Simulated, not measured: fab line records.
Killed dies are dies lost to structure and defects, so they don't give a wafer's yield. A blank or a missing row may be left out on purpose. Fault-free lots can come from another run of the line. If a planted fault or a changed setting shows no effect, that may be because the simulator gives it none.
fab line records / flow sky130
record lots=6 wafers=18 lastDay=50
route steps=708 shown GATE_OXIDE@194 POLY_GATE@204 RES_PROTECT@206 PAD_OPEN@708
lots with no fault: from the same line, run without faults
startH: start of the lot's first displayed wafer, in hours after the record's first day / waitH: time in hours since the lot's previous step / " as in the row above / L1.1+2: several wafers, shown together as one row / - no value, or no start was given / * or withheld: withheld / < > ~ a bound
route shown NAME@n: a module of which the file shows steps, and the number in the route of the first / usual: the fault-free wafers' mean and standard deviation / same: alike in all rows / chamber/n: place in a boat / sites: each site's reading / _std_site: standard deviation across them / _edge_site: the outer-site mean with the inner-site mean subtracted / radiusMm: how far each site lies from the wafer's centre / mask NAME#n: copy n / behind: the most recent tool/chamber to have shaped the wafer / hold: what put the lot on hold/how long, in hours/how the hold closed / device: which transistor (n, p or np) failed to switch / end of line: tests of these same wafers at the route's end / a step given without rows: its recipe and nothing more / killed: the dies lost at the first sort to structure and to defects; this is not the yield of the wafer / map: shows each die of a wafer: x if killed, . if not, _ if none is there
set.NAME: the run value of the setting; set.NAME@STEP: its run value at that earlier step / model.NAME: the simulator's own value behind a step, which no gauge read
a table for each step, a row for each wafer; lots at some steps of the route
services: a tool's chamber out of use, with start hour (startH, from the record's first day; less than 0 if before it), hours out, and reason
## steps
# step SKY_GATE_OXIDE_EXPOSE_07
# recipe maskId=LVOM na=0.6 sourceShape=conventional sigmaOuter=0.6 polarization=unpolarized targetCdNm=600 doseMj=170
# step SKY_GATE_OXIDE_PEB_08
# recipe tempC=withheld timeS=* resist=NOVOLAK
# step SKY_GATE_OXIDE_DEVELOP_09
# recipe resist=NOVOLAK developer=TMAH developTimeS=62.48 devTempC=23
# step SKY_GATE_OXIDE_OVL_MEAS_10
# usual GATE_OXIDE_OVL=0.9/1.6
lot.wafer=L743.3 tool=overlay-02 chamber=- startH=325.24 waitH=0.1 GATE_OXIDE_OVL[nm]=1.1
lot.wafer=L743.4 tool=overlay-02 chamber=- startH=325.24 waitH=0.1 GATE_OXIDE_OVL[nm]=1.5
lot.wafer=L743.5 tool=overlay-02 chamber=- startH=325.24 waitH=0.1 GATE_OXIDE_OVL[nm]=2.4
lot.wafer=L746.2 tool=overlay-02 chamber=- startH=352.38 waitH=0.1 GATE_OXIDE_OVL[nm]=1.8
lot.wafer=L746.4 tool=overlay-02 chamber=- startH=352.38 waitH=0.1 GATE_OXIDE_OVL[nm]=3.6
lot.wafer=L746.5 tool=overlay-02 chamber=- startH=352.38 waitH=0.1 GATE_OXIDE_OVL[nm]=1.6
lot.wafer=L754.2 tool=overlay-01 chamber=- startH=426.43 waitH=0.1 GATE_OXIDE_OVL[nm]=-1.4
lot.wafer=L754.4 tool=overlay-01 chamber=- startH=426.43 waitH=0.1 GATE_OXIDE_OVL[nm]=-0.7
lot.wafer=L754.5 tool=overlay-01 chamber=- startH=426.43 waitH=0.1 GATE_OXIDE_OVL[nm]=-1.3
lot.wafer=L758.1 tool=overlay-01 chamber=- startH=463.14 waitH=0.1 GATE_OXIDE_OVL[nm]=2.7
lot.wafer=L758.4 tool=overlay-01 chamber=- startH=463.14 waitH=0.1 GATE_OXIDE_OVL[nm]=2.4
lot.wafer=L758.5 tool=overlay-01 chamber=- startH=463.14 waitH=0.1 GATE_OXIDE_OVL[nm]=0.8
lot.wafer=L759.2 tool=overlay-01 chamber=- startH=468.33 waitH=0.1 GATE_OXIDE_OVL[nm]=0.6
lot.wafer=L759.5 tool=overlay-01 chamber=- startH=468.33 waitH=0.1 GATE_OXIDE_OVL[nm]=0.8
lot.wafer=L759.6 tool=overlay-01 chamber=- startH=468.33 waitH=0.1 GATE_OXIDE_OVL[nm]=-0.2
lot.wafer=L764.1 tool=overlay-01 chamber=- startH=503.79 waitH=0.1 GATE_OXIDE_OVL[nm]=0.4
lot.wafer=L764.3 tool=overlay-01 chamber=- startH=503.79 waitH=0.1 GATE_OXIDE_OVL[nm]=2.4
lot.wafer=L764.6 tool=overlay-01 chamber=- startH=503.79 waitH=0.1 GATE_OXIDE_OVL[nm]=3.5
# step SKY_GATE_OXIDE_IMPLANT_11
# recipe species=B energyKev=10 doseCm2=2.6e+12 tiltDeg=withheld
# step SKY_GATE_OXIDE_WET_ETCH_12
# recipe chemistry=dHF targetDepthNm=16.8 dry=n2Spin target=SiO2 dilution=100:1 tempC=25 timeS=336
# step SKY_GATE_OXIDE_STRIP_13
# recipe chemistry=O2/N2 powerW=1400 pressureMtorr=1500 platenTempC=withheld o2FlowSccm=3000 n2FlowSccm=300 overashFraction=0.5
# usual drypumpMotorCurrentA=6.0/0.34 n2FlowSccm=300.0/0.88 oesProductAu=0.716/0.0045 stripTimeToEndpointS=14.20/0.039
lot.wafer=L743.3 tool=plasmaAsher-04 chamber=0 startH=325.55 waitH=0.0 drypumpMotorCurrentA=6.2 n2FlowSccm=299.9 oesProductAu=0.708 rfHoursCounterH=- stripTimeToEndpointS=14.14
lot.wafer=L743.4 tool=plasmaAsher-04 chamber=1 startH=325.55 waitH=0.0 drypumpMotorCurrentA=5.5 n2FlowSccm=300.5 oesProductAu=0.706 rfHoursCounterH=- stripTimeToEndpointS=14.18
lot.wafer=L743.5 tool=plasmaAsher-04 chamber=1 startH=325.55 waitH=0.0 drypumpMotorCurrentA=5.6 n2FlowSccm=301.5 oesProductAu=0.711 rfHoursCounterH=- stripTimeToEndpointS=14.18
lot.wafer=L746.2 tool=plasmaAsher-04 chamber=1 startH=352.67 waitH=0.0 drypumpMotorCurrentA=5.6 n2FlowSccm=299.8 oesProductAu=0.708 rfHoursCounterH=64 stripTimeToEndpointS=14.17
lot.wafer=L746.4 tool=plasmaAsher-04 chamber=0 startH=352.67 waitH=0.0 drypumpMotorCurrentA=6.2 n2FlowSccm=300.6 oesProductAu=0.719 rfHoursCounterH=- stripTimeToEndpointS=14.20
lot.wafer=L746.5 tool=plasmaAsher-04 chamber=0 startH=352.67 waitH=0.0 drypumpMotorCurrentA=6.2 n2FlowSccm=300.0 oesProductAu=0.713 rfHoursCounterH=- stripTimeToEndpointS=14.25
lot.wafer=L754.2 tool=plasmaAsher-04 chamber=1 startH=426.71 waitH=0.0 drypumpMotorCurrentA=5.5 n2FlowSccm=300.6 oesProductAu=0.719 rfHoursCounterH=72 stripTimeToEndpointS=14.16
lot.wafer=L754.4 tool=plasmaAsher-04 chamber=1 startH=426.71 waitH=0.0 drypumpMotorCurrentA=5.6 n2FlowSccm=300.4 oesProductAu=0.714 rfHoursCounterH=- stripTimeToEndpointS=14.17
lot.wafer=L754.5 tool=plasmaAsher-04 chamber=0 startH=426.71 waitH=0.0 drypumpMotorCurrentA=6.2 n2FlowSccm=299.5 oesProductAu=0.716 rfHoursCounterH=- stripTimeToEndpointS=14.18
lot.wafer=L758.1 tool=plasmaAsher-01 chamber=0 startH=463.45 waitH=0.0 drypumpMotorCurrentA=5.4 n2FlowSccm=302.7 oesProductAu=0.715 rfHoursCounterH=33 stripTimeToEndpointS=14.24
lot.wafer=L758.4 tool=plasmaAsher-01 chamber=0 startH=463.45 waitH=0.0 drypumpMotorCurrentA=5.4 n2FlowSccm=300.8 oesProductAu=0.714 rfHoursCounterH=- stripTimeToEndpointS=14.26
lot.wafer=L758.5 tool=plasmaAsher-01 chamber=1 startH=463.45 waitH=0.0 drypumpMotorCurrentA=6.2 n2FlowSccm=299.9 oesProductAu=0.719 rfHoursCounterH=- stripTimeToEndpointS=14.20
lot.wafer=L759.2 tool=plasmaAsher-03 chamber=0 startH=468.61 waitH=0.0 drypumpMotorCurrentA=6.3 n2FlowSccm=300.1 oesProductAu=0.715 rfHoursCounterH=1 stripTimeToEndpointS=14.20
lot.wafer=L759.5 tool=plasmaAsher-03 chamber=1 startH=468.61 waitH=0.0 drypumpMotorCurrentA=5.9 n2FlowSccm=298.9 oesProductAu=0.725 rfHoursCounterH=- stripTimeToEndpointS=14.12
lot.wafer=L759.6 tool=plasmaAsher-03 chamber=0 startH=468.61 waitH=0.0 drypumpMotorCurrentA=6.3 n2FlowSccm=300.1 oesProductAu=0.726 rfHoursCounterH=- stripTimeToEndpointS=14.18
lot.wafer=L764.1 tool=plasmaAsher-04 chamber=0 startH=504.08 waitH=0.0 drypumpMotorCurrentA=6.3 n2FlowSccm=300.4 oesProductAu=0.717 rfHoursCounterH=80 stripTimeToEndpointS=14.18
lot.wafer=L764.3 tool=plasmaAsher-04 chamber=0 startH=504.08 waitH=0.0 drypumpMotorCurrentA=6.3 n2FlowSccm=300.1 oesProductAu=0.717 rfHoursCounterH=- stripTimeToEndpointS=14.22
lot.wafer=L764.6 tool=plasmaAsher-04 chamber=0 startH=504.08 waitH=0.0 drypumpMotorCurrentA=6.2 n2FlowSccm=298.5 oesProductAu=0.719 rfHoursCounterH=- stripTimeToEndpointS=14.24
# step SKY_GATE_OXIDE_TW_MEAS_14
# usual GATE_OXIDE_TW=224.9/2.6
lot.wafer=L743.3 tool=filmMetro-03 chamber=- startH=325.63 waitH=0.1 GATE_OXIDE_TW=220.3
lot.wafer=L743.4 tool=filmMetro-03 chamber=- startH=325.63 waitH=0.1 GATE_OXIDE_TW=221.6
lot.wafer=L743.5 tool=filmMetro-03 chamber=- startH=325.63 waitH=0.1 GATE_OXIDE_TW=220.6
lot.wafer=L746.2 tool=filmMetro-04 chamber=- startH=352.78 waitH=0.1 GATE_OXIDE_TW=225.5
lot.wafer=L746.4 tool=filmMetro-04 chamber=- startH=352.78 waitH=0.1 GATE_OXIDE_TW=225.4
lot.wafer=L746.5 tool=filmMetro-04 chamber=- startH=352.78 waitH=0.1 GATE_OXIDE_TW=225.4
lot.wafer=L754.2 tool=filmMetro-04 chamber=- startH=426.82 waitH=0.1 GATE_OXIDE_TW=226.1
lot.wafer=L754.4 tool=filmMetro-04 chamber=- startH=426.82 waitH=0.1 GATE_OXIDE_TW=226.0
lot.wafer=L754.5 tool=filmMetro-04 chamber=- startH=426.82 waitH=0.1 GATE_OXIDE_TW=224.5
lot.wafer=L758.1 tool=filmMetro-04 chamber=- startH=463.55 waitH=0.1 GATE_OXIDE_TW=226.4
lot.wafer=L758.4 tool=filmMetro-04 chamber=- startH=463.55 waitH=0.1 GATE_OXIDE_TW=225.4
lot.wafer=L758.5 tool=filmMetro-04 chamber=- startH=463.55 waitH=0.1 GATE_OXIDE_TW=225.4
lot.wafer=L759.2 tool=filmMetro-04 chamber=- startH=468.72 waitH=0.1 GATE_OXIDE_TW=226.3
lot.wafer=L759.5 tool=filmMetro-04 chamber=- startH=468.72 waitH=0.1 GATE_OXIDE_TW=224.8
lot.wafer=L759.6 tool=filmMetro-04 chamber=- startH=468.72 waitH=0.1 GATE_OXIDE_TW=226.6
lot.wafer=L764.1 tool=filmMetro-03 chamber=- startH=504.18 waitH=0.1 GATE_OXIDE_TW=219.7
lot.wafer=L764.3 tool=filmMetro-03 chamber=- startH=504.18 waitH=0.1 GATE_OXIDE_TW=218.5
lot.wafer=L764.6 tool=filmMetro-03 chamber=- startH=504.18 waitH=0.1 GATE_OXIDE_TW=220.6
# step SKY_GATE_OXIDE_CLEAN_15
# recipe chemistry=SC1/SC2 mix=1:4:20 tempC=70 timeS=150 dry=n2Spin
# step SKY_GATE_OXIDE_OXIDATION_16
# recipe tempC=800 ambient=O2 idleTempC=700 rampUpCPerMin=10 rampDownCPerMin=3 stabiliseS=600 purgeS=300 targetThkA=35.7 oxTimeS=1915
# step SKY_POLY_GATE_CVD_00
# recipe material=poly-Si targetThkNm=180 tempC=620 timeS=720 pressureMtorr=200
# step SKY_POLY_GATE_THK_MEAS_01
# recipe reads=poly-Si_of_POLY_GATE_CVD_00
# usual POLY_GATE_CVD_00_THK=179.1/1.6
lot.wafer=L743.3 tool=filmMetro-01 chamber=- startH=331.01 waitH=0.0 POLY_GATE_CVD_00_THK[nm]=179.2
lot.wafer=L743.4 tool=filmMetro-01 chamber=- startH=331.01 waitH=0.0 POLY_GATE_CVD_00_THK[nm]=179.6
lot.wafer=L743.5 tool=filmMetro-01 chamber=- startH=331.01 waitH=0.0 POLY_GATE_CVD_00_THK[nm]=180.2
lot.wafer=L746.2 tool=filmMetro-03 chamber=- startH=356.62 waitH=0.0 POLY_GATE_CVD_00_THK[nm]=179.2
lot.wafer=L746.4 tool=filmMetro-03 chamber=- startH=356.62 waitH=0.0 POLY_GATE_CVD_00_THK[nm]=180.6
lot.wafer=L746.5 tool=filmMetro-03 chamber=- startH=356.62 waitH=0.0 POLY_GATE_CVD_00_THK[nm]=179.4
lot.wafer=L754.2 tool=filmMetro-01 chamber=- startH=429.66 waitH=0.0 POLY_GATE_CVD_00_THK[nm]=181.9
lot.wafer=L754.4 tool=filmMetro-01 chamber=- startH=429.66 waitH=0.0 POLY_GATE_CVD_00_THK[nm]=180.2
lot.wafer=L754.5 tool=filmMetro-01 chamber=- startH=429.66 waitH=0.0 POLY_GATE_CVD_00_THK[nm]=180.8
lot.wafer=L758.1 tool=filmMetro-02 chamber=- startH=466.71 waitH=0.0 POLY_GATE_CVD_00_THK[nm]=176.9
lot.wafer=L758.4 tool=filmMetro-02 chamber=- startH=466.71 waitH=0.0 POLY_GATE_CVD_00_THK[nm]=176.0
lot.wafer=L758.5 tool=filmMetro-02 chamber=- startH=466.71 waitH=0.0 POLY_GATE_CVD_00_THK[nm]=176.6
lot.wafer=L759.2 tool=filmMetro-02 chamber=- startH=472.69 waitH=0.0 POLY_GATE_CVD_00_THK[nm]=176.0
lot.wafer=L759.5 tool=filmMetro-02 chamber=- startH=472.69 waitH=0.0 POLY_GATE_CVD_00_THK[nm]=176.2
lot.wafer=L759.6 tool=filmMetro-02 chamber=- startH=472.69 waitH=0.0 POLY_GATE_CVD_00_THK[nm]=177.1
lot.wafer=L764.1 tool=filmMetro-02 chamber=- startH=508.05 waitH=0.0 POLY_GATE_CVD_00_THK[nm]=179.4
lot.wafer=L764.3 tool=filmMetro-02 chamber=- startH=508.05 waitH=0.0 POLY_GATE_CVD_00_THK[nm]=178.5
lot.wafer=L764.6 tool=filmMetro-02 chamber=- startH=508.05 waitH=0.0 POLY_GATE_CVD_00_THK[nm]=178.2
# step SKY_RES_PROTECT_DEHYDRATE_00
# recipe tempC=200 timeS=60
# usual heaterPowerTotalW=160.36/0.13 plateTempC=199.97/0.16
lot.wafer=L743.3 tool=lithoTrack-01 chamber=0 startH=344.59 waitH=13.6 heaterPowerTotalW=156.95 plateTempC=196.80
lot.wafer=L743.4 tool=lithoTrack-01 chamber=0 startH=344.59 waitH=13.6 heaterPowerTotalW=157.38 plateTempC=196.71
lot.wafer=L743.5 tool=lithoTrack-01 chamber=0 startH=344.59 waitH=13.6 heaterPowerTotalW=157.14 plateTempC=197.00
lot.wafer=L746.2 tool=lithoTrack-01 chamber=0 startH=370.51 waitH=13.9 heaterPowerTotalW=157.04 plateTempC=196.67
lot.wafer=L746.4 tool=lithoTrack-01 chamber=0 startH=370.51 waitH=13.9 heaterPowerTotalW=157.29 plateTempC=196.68
lot.wafer=L746.5 tool=lithoTrack-01 chamber=0 startH=370.51 waitH=13.9 heaterPowerTotalW=157.14 plateTempC=196.91
lot.wafer=L754.2 tool=lithoTrack-03 chamber=0 startH=444.35 waitH=14.7 heaterPowerTotalW=160.33 plateTempC=199.96
lot.wafer=L754.4 tool=lithoTrack-03 chamber=0 startH=444.35 waitH=14.7 heaterPowerTotalW=160.38 plateTempC=199.90
lot.wafer=L754.5 tool=lithoTrack-03 chamber=0 startH=444.35 waitH=14.7 heaterPowerTotalW=160.28 plateTempC=199.95
lot.wafer=L758.1 tool=lithoTrack-01 chamber=0 startH=481.04 waitH=14.3 heaterPowerTotalW=160.48 plateTempC=199.84
lot.wafer=L758.4 tool=lithoTrack-01 chamber=0 startH=481.04 waitH=14.3 heaterPowerTotalW=160.30 plateTempC=199.81
lot.wafer=L758.5 tool=lithoTrack-01 chamber=0 startH=481.04 waitH=14.3 heaterPowerTotalW=160.31 plateTempC=200.04
lot.wafer=L759.2 tool=lithoTrack-03 chamber=0 startH=487.10 waitH=14.4 heaterPowerTotalW=160.50 plateTempC=199.77
lot.wafer=L759.5 tool=lithoTrack-03 chamber=0 startH=487.10 waitH=14.4 heaterPowerTotalW=160.29 plateTempC=199.88
lot.wafer=L759.6 tool=lithoTrack-03 chamber=0 startH=487.10 waitH=14.4 heaterPowerTotalW=160.38 plateTempC=199.81
lot.wafer=L764.1 tool=lithoTrack-04 chamber=0 startH=522.94 waitH=14.9 heaterPowerTotalW=160.32 plateTempC=199.63
lot.wafer=L764.3 tool=lithoTrack-04 chamber=0 startH=522.94 waitH=14.9 heaterPowerTotalW=160.48 plateTempC=200.03
lot.wafer=L764.6 tool=lithoTrack-04 chamber=0 startH=522.94 waitH=14.9 heaterPowerTotalW=160.17 plateTempC=199.79
# step SKY_RES_PROTECT_HMDS_01
# recipe primeTimeS=60 primeTempC=120
# step SKY_PAD_OPEN_PROBE_99
# usual killed_at_M0_to_M3=43/7.7 killed_at_M4_up=3.4/1.9 killedAtContacts=25/5.6 killedAtFrontEnd=14/4.3 killedAtOther=0.2/0.5 killedDies=86/10 killedOpen=47/7.2 killedShort=39/6.7
# same grossDies=492 killedAtBackSide=0
lot.wafer=L743.3 tool=prober-02 chamber=- startH=1088.25 waitH=0.2 killed_at_M0_to_M3=46 killed_at_M4_up=4 killedAtContacts=24 killedAtFrontEnd=14 killedAtOther=1 killedDies=89 killedOpen=49 killedShort=40
lot.wafer=L743.4 tool=prober-02 chamber=- startH=1088.30 waitH=0.2 killed_at_M0_to_M3=43 killed_at_M4_up=4 killedAtContacts=17 killedAtFrontEnd=19 killedAtOther=1 killedDies=84 killedOpen=39 killedShort=45
lot.wafer=L743.5 tool=prober-02 chamber=- startH=1088.35 waitH=0.2 killed_at_M0_to_M3=48 killed_at_M4_up=3 killedAtContacts=30 killedAtFrontEnd=23 killedAtOther=0 killedDies=104 killedOpen=63 killedShort=41
lot.wafer=L746.2 tool=prober-01 chamber=- startH=1109.16 waitH=0.1 killed_at_M0_to_M3=50 killed_at_M4_up=3 killedAtContacts=14 killedAtFrontEnd=18 killedAtOther=0 killedDies=85 killedOpen=41 killedShort=44
lot.wafer=L746.4 tool=prober-01 chamber=- startH=1109.26 waitH=0.2 killed_at_M0_to_M3=45 killed_at_M4_up=5 killedAtContacts=28 killedAtFrontEnd=15 killedAtOther=0 killedDies=93 killedOpen=57 killedShort=36
lot.wafer=L746.5 tool=prober-01 chamber=- startH=1109.31 waitH=0.2 killed_at_M0_to_M3=49 killed_at_M4_up=2 killedAtContacts=23 killedAtFrontEnd=13 killedAtOther=0 killedDies=87 killedOpen=49 killedShort=38
lot.wafer=L754.2 tool=prober-01 chamber=- startH=1156.26 waitH=0.1 killed_at_M0_to_M3=28 killed_at_M4_up=8 killedAtContacts=21 killedAtFrontEnd=17 killedAtOther=0 killedDies=74 killedOpen=38 killedShort=36
lot.wafer=L754.4 tool=prober-01 chamber=- startH=1156.36 waitH=0.2 killed_at_M0_to_M3=64 killed_at_M4_up=7 killedAtContacts=19 killedAtFrontEnd=9 killedAtOther=0 killedDies=99 killedOpen=57 killedShort=42
lot.wafer=L754.5 tool=prober-01 chamber=- startH=1156.41 waitH=0.2 killed_at_M0_to_M3=40 killed_at_M4_up=1 killedAtContacts=29 killedAtFrontEnd=16 killedAtOther=0 killedDies=86 killedOpen=51 killedShort=35
lot.wafer=L758.1 tool=prober-01 chamber=- startH=1178.00 waitH=0.1 killed_at_M0_to_M3=48 killed_at_M4_up=6 killedAtContacts=23 killedAtFrontEnd=22 killedAtOther=1 killedDies=100 killedOpen=44 killedShort=56
lot.wafer=L758.4 tool=prober-01 chamber=- startH=1178.15 waitH=0.2 killed_at_M0_to_M3=35 killed_at_M4_up=2 killedAtContacts=24 killedAtFrontEnd=18 killedAtOther=0 killedDies=79 killedOpen=38 killedShort=41
lot.wafer=L758.5 tool=prober-01 chamber=- startH=1178.20 waitH=0.2 killed_at_M0_to_M3=43 killed_at_M4_up=8 killedAtContacts=28 killedAtFrontEnd=8 killedAtOther=1 killedDies=88 killedOpen=48 killedShort=40
lot.wafer=L759.2 tool=prober-02 chamber=- startH=1185.26 waitH=0.1 killed_at_M0_to_M3=27 killed_at_M4_up=5 killedAtContacts=34 killedAtFrontEnd=13 killedAtOther=0 killedDies=79 killedOpen=45 killedShort=34
lot.wafer=L759.5 tool=prober-02 chamber=- startH=1185.41 waitH=0.2 killed_at_M0_to_M3=37 killed_at_M4_up=2 killedAtContacts=37 killedAtFrontEnd=15 killedAtOther=1 killedDies=92 killedOpen=56 killedShort=36
lot.wafer=L759.6 tool=prober-02 chamber=- startH=1185.46 waitH=0.2 killed_at_M0_to_M3=32 killed_at_M4_up=2 killedAtContacts=29 killedAtFrontEnd=19 killedAtOther=0 killedDies=82 killedOpen=44 killedShort=38
lot.wafer=L764.1 tool=prober-01 chamber=- startH=1203.95 waitH=0.1 killed_at_M0_to_M3=51 killed_at_M4_up=6 killedAtContacts=26 killedAtFrontEnd=7 killedAtOther=0 killedDies=90 killedOpen=49 killedShort=41
lot.wafer=L764.3 tool=prober-01 chamber=- startH=1204.05 waitH=0.2 killed_at_M0_to_M3=40 killed_at_M4_up=2 killedAtContacts=21 killedAtFrontEnd=15 killedAtOther=0 killedDies=78 killedOpen=37 killedShort=41
lot.wafer=L764.6 tool=prober-01 chamber=- startH=1204.20 waitH=0.2 killed_at_M0_to_M3=48 killed_at_M4_up=1 killedAtContacts=34 killedAtFrontEnd=15 killedAtOther=0 killedDies=98 killedOpen=60 killedShort=38
# killed by level:class
L743.3 VIA2:geometricParticle:open=10 VIA1:geometricParticle:open=9 CONTACT:geometricParticle:open=8 VIA3:geometricParticle:open=8 CONTACT:geometricParticle:short=7 METAL2:geometricParticle:short=6 FIELD_ISO:geometricParticle:open=5 VIA1:geometricParticle:short=5
L743.4 VIA2:geometricParticle:open=10 POLY_GATE:geometricParticle:short=9 VIA1:geometricParticle:open=9 CONTACT:geometricParticle:open=6 METAL2:geometricParticle:short=5 VIA3:geometricParticle:open=5 CONTACT:geometricParticle:short=4 VIA1:geometricParticle:short=4
L743.5 CONTACT:geometricParticle:open=12 VIA2:geometricParticle:open=9 VIA1:geometricParticle:open=9 VIA1:geometricParticle:short=8 FIELD_ISO:geometricParticle:open=7 VIA3:geometricParticle:open=7 LOCAL_INTERCONNECT:geometricParticle:short=6 LI_CONTACT:geometricParticle:open=6
L746.2 VIA2:geometricParticle:open=8 VIA1:geometricParticle:open=8 FIELD_ISO:geometricParticle:open=6 METAL1:geometricParticle:short=6 METAL3:geometricParticle:short=6 VIA3:geometricParticle:short=5 POLY_GATE:geometricParticle:open=5 METAL2:geometricParticle:short=5
L746.4 VIA1:geometricParticle:open=15 CONTACT:geometricParticle:open=12 VIA3:geometricParticle:open=10 FIELD_ISO:geometricParticle:short=7 VIA2:geometricParticle:open=7 LI_CONTACT:geometricParticle:open=6 LI_CONTACT:geometricParticle:short=5 POLY_GATE:geometricParticle:open=4
L746.5 VIA1:geometricParticle:open=10 VIA3:geometricParticle:open=10 VIA2:geometricParticle:open=7 VIA2:geometricParticle:short=6 CONTACT:geometricParticle:open=6 LOCAL_INTERCONNECT:geometricParticle:short=5 LI_CONTACT:geometricParticle:open=4 METAL1:geometricParticle:short=4
L754.2 CONTACT:geometricParticle:open=9 FIELD_ISO:geometricParticle:short=8 VIA1:geometricParticle:open=7 METAL2:geometricParticle:short=5 CONTACT:geometricParticle:short=5 METAL4:geometricParticle:short=5 LI_CONTACT:geometricParticle:open=4 FIELD_ISO:geometricParticle:open=3
L754.4 VIA1:geometricParticle:open=15 VIA2:geometricParticle:open=13 CONTACT:geometricParticle:open=8 METAL1:geometricParticle:short=7 VIA1:geometricParticle:short=6 VIA3:geometricParticle:open=6 LI_CONTACT:geometricParticle:open=5 METAL2:geometricParticle:short=5
L754.5 CONTACT:geometricParticle:open=12 LI_CONTACT:geometricParticle:open=9 VIA2:geometricParticle:open=8 VIA1:geometricParticle:open=7 VIA3:geometricParticle:open=7 POLY_GATE:geometricParticle:short=5 VIA1:geometricParticle:short=5 FIELD_ISO:geometricParticle:short=4
L758.1 FIELD_ISO:geometricParticle:short=8 CONTACT:geometricParticle:open=8 METAL1:geometricParticle:short=8 FIELD_ISO:geometricParticle:open=7 VIA2:geometricParticle:open=7 VIA1:geometricParticle:open=7 VIA2:geometricParticle:short=7 LI_CONTACT:geometricParticle:open=6
L758.4 CONTACT:geometricParticle:open=12 POLY_GATE:geometricParticle:short=7 METAL1:geometricParticle:short=7 VIA2:geometricParticle:open=6 LI_CONTACT:geometricParticle:open=5 CONTACT:geometricParticle:short=5 VIA1:geometricParticle:short=5 VIA1:geometricParticle:open=5
L758.5 VIA1:geometricParticle:open=12 CONTACT:geometricParticle:open=10 VIA3:geometricParticle:open=8 LI_CONTACT:geometricParticle:open=7 VIA1:geometricParticle:short=7 METAL1:geometricParticle:short=6 METAL4:geometricParticle:short=6 METAL2:geometricParticle:short=4
L759.2 LI_CONTACT:geometricParticle:open=11 VIA1:geometricParticle:open=10 CONTACT:geometricParticle:short=7 CONTACT:geometricParticle:open=7 LOCAL_INTERCONNECT:geometricParticle:short=6 FIELD_ISO:geometricParticle:short=4 VIA2:geometricParticle:open=4 METAL2:geometricParticle:short=4
L759.5 CONTACT:geometricParticle:open=12 VIA1:geometricParticle:open=10 LI_CONTACT:geometricParticle:open=10 CONTACT:geometricParticle:short=7 VIA2:geometricParticle:open=6 FIELD_ISO:geometricParticle:open=4 LOCAL_INTERCONNECT:geometricParticle:short=4 METAL1:geometricParticle:short=4
L759.6 CONTACT:geometricParticle:open=10 CONTACT:geometricParticle:short=8 VIA1:geometricParticle:open=8 LI_CONTACT:geometricParticle:open=7 FIELD_ISO:geometricParticle:open=6 FIELD_ISO:geometricParticle:short=6 VIA2:geometricParticle:open=6 VIA3:geometricParticle:short=4
L764.1 VIA3:geometricParticle:open=11 VIA1:geometricParticle:open=9 CONTACT:geometricParticle:open=7 LI_CONTACT:geometricParticle:open=6 METAL2:geometricParticle:short=6 LOCAL_INTERCONNECT:geometricParticle:short=5 VIA3:geometricParticle:short=5 METAL4:geometricParticle:short=5
L764.3 VIA1:geometricParticle:open=7 FIELD_ISO:geometricParticle:open=6 METAL2:geometricParticle:short=6 CONTACT:geometricParticle:open=5 VIA3:geometricParticle:open=5 LI_CONTACT:geometricParticle:open=5 FIELD_ISO:geometricParticle:short=4 LOCAL_INTERCONNECT:geometricParticle:short=4
L764.6 CONTACT:geometricParticle:open=14 VIA1:geometricParticle:open=13 LI_CONTACT:geometricParticle:open=9 VIA3:geometricParticle:open=7 FIELD_ISO:geometricParticle:open=6 VIA1:geometricParticle:short=6 VIA2:geometricParticle:open=5 VIA3:geometricParticle:short=5
## services
tool=plasmaAsher-01 chamber=- startH=377.05 hours=0.9 kind=repair
tool=plasmaAsher-03 chamber=- startH=421.25 hours=9.0 kind=pm
tool=plasmaAsher-03 chamber=0 startH=421.25 hours=9.0 kind=ventCycle
tool=plasmaAsher-03 chamber=1 startH=421.25 hours=9.0 kind=ventCycle
tool=plasmaAsher-03 chamber=0 startH=430.25 hours=- kind=clean
tool=plasmaAsher-03 chamber=1 startH=430.25 hours=- kind=clean
tool=plasmaAsher-01 chamber=- startH=437.47 hours=4.3 kind=pm
tool=plasmaAsher-03 chamber=- startH=439.66 hours=22.2 kind=repair
tool=plasmaAsher-03 chamber=- startH=463.42 hours=3.4 kind=repair
tool=plasmaAsher-04 chamber=- startH=480.54 hours=1.2 kind=repair
## key
firstSign step=SKY_RES_PROTECT_DEHYDRATE_00 reading=heaterPowerTotalW direction=down sigmas=25 usual=* struck=*
effect step=SKY_RES_PROTECT_DEHYDRATE_00 reading=plateTempC direction=down sigmas=20 usual=* struck=*
metAt SKY_RES_PROTECT_DEHYDRATE_00
struckWafers L743.3,L743.4,L743.5,L746.2,L746.4,L746.5
testerLeftOut L743,L746
fault kind=processParameterDrift tool=lithoTrack-01 chamber=- onsetH=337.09 steps=SKY_RES_PROTECT_DEHYDRATE_00 channel=tempC offset=* shape=step endH=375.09 actsIn=* stated=*
# testerLeftOut: of these lots the tester's yield and bins aren't shown, on N5 and GAA mostly nor the transistor test; their killed dies are dies lost to structure and defects alone, not to doping, threshold or leakage, so they don't give the yield
